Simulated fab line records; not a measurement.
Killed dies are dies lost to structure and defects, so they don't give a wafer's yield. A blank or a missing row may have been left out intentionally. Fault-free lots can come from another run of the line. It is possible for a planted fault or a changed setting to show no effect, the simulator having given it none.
2 desks, one fault | flow sfq line | each desk has only its own numbers; what lay behind them comes last

## FROM THE METROLOGY DESK
What the gauges read for every lot (on any tool): the sampled wafers with a number, averaged. A lot is out of limits, marked OUT, if its mean lies more than 4 standard deviations from the usual mean; the brackets give that distance.
Columns: A = I2_OVL at SFQ_I2_OVL_MEAS_918, usual 2 nm; B = M3_NB_RS at SFQ_M3_RS_MEAS_919, usual 0.890 ohm/sq; C = M3_OVL at SFQ_M3_OVL_MEAS_921, usual 2 nm
lot  | first seen here | A  | B     | C
L844 | day 38 23:55    | 4  | 0.907 | -5
L847 | day 40 07:09    | -2 | 0.890 | 10
L852 | day 42 21:49    | 7  | 0.894 | 3
L853 | day 43 00:13    | 1  | 0.881 | 8
L854 | day 43 11:01    | 10 | 0.897 | 0
L862 | day 46 13:44    | 5  | 0.904 | 7
L864 | day 46 22:09    | -2 | 0.905 | 7
This desk found nothing out of limits on any of the 7 lots.

## THE TOOL OWNER'S DESK: krf scanner-01
The tool's own readings at SFQ_TRILAYER_M3_LITHO_EXPOSE_076 (exposes mask M3, target cd 500 nm): means of the sampled wafers that have a number, for each lot that ran on this tool. A lot is out of limits, marked OUT, if its mean lies more than 4 standard deviations from the usual mean; the brackets give that distance.
Columns: A = reticle temp C at SFQ_TRILAYER_M3_LITHO_EXPOSE_076, usual 22.99 C
lot  | first seen here | A
L847 | day 45 11:24    | 22.79
L852 | day 48 03:14    | 23.14
L853 | day 48 05:38    | 23.01
L854 | day 48 16:14    | 22.93
L862 | day 51 12:56    | 22.96
L864 | day 51 19:32    | 22.88
This desk found nothing out of limits on any of the 6 lots.

## ALL TOGETHER
Nothing out of limits was seen by the metrology desk.
Nothing out of limits was seen by the tool owner's desk.

## WHAT THE SIMULATOR HAD INSERTED
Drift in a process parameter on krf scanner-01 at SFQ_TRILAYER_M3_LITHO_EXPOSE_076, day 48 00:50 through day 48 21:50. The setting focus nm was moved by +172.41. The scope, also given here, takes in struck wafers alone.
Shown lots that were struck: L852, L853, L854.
